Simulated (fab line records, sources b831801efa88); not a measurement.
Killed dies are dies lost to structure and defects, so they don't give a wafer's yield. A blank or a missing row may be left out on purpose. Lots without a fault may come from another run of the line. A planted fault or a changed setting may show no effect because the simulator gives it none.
One fault seen from 2 desks | flow sky130 | each desk has only its own numbers; what lay behind them comes last

THE TOOL OWNER'S DESK: implanter-04
The tool's own readings at SKY_LDD_N_IMPLANT_12: means of the sampled wafers that have a number, for each lot that ran on this tool. A lot is out of limits, marked OUT, if its mean lies more than 4 standard deviations from the usual mean; the brackets give that distance.
Columns: A = beam_energy_keV at SKY_LDD_N_IMPLANT_12, usual 49.997; B = beam_on_s at SKY_LDD_N_IMPLANT_12, usual 9.99 s
lot  | first seen here | A                        | B
L223 | day 20 13:27    | 50.003                   | 9.95
L228 | day 22 12:26    | 50.014                   | 10.15
L230 | day 22 17:27    | 48.221 (-99 or more) OUT | 9.97
L231 | day 23 10:36    | 48.181 (-99 or more) OUT | 9.99
This desk's finding: out of limits on L230, L231; first on L230, day 22 17:27 (beam_energy_keV at SKY_LDD_N_IMPLANT_12). In limits: L223, L228.

THE METROLOGY DESK
What the gauges read, lot by lot, whatever tool the lot ran on: means of the sampled wafers that have a number. A lot is out of limits, marked OUT, if its mean lies more than 4 standard deviations from the usual mean; the brackets give that distance.
Columns: A = LDD_N_OVL at SKY_LDD_N_OVL_MEAS_07, usual -0.8 nm
lot  | first seen here | A
L223 | day 20 12:49    | -0.8
L228 | day 22 11:49    | -2.5
L230 | day 22 16:49    | -0.5
L231 | day 23 09:58    | -1.2
L234 | day 24 07:10    | -0.1
L238 | day 25 16:49    | -0.5
This desk's finding: nothing out of limits on any of the 6 lots.

PUT TOGETHER
The tool owner's desk could have raised an alarm at day 22 17:27, on L230, L231.
The metrology desk saw nothing out of limits.
The metrology desk has L230, L231 on record, within its limits.
Of the lots named, all ran SKY_LDD_N_IMPLANT_12 on implanter-04.

WHAT THE SIMULATOR HAD PUT IN
Process parameter drift: implanter-04, from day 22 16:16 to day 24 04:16, at SKY_LDD_N_IMPLANT_12. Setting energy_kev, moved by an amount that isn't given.
Lots struck among those shown: L230, L231.
Hours from the fault's start to each desk's first reading out of limits: the tool owner's desk, 1.
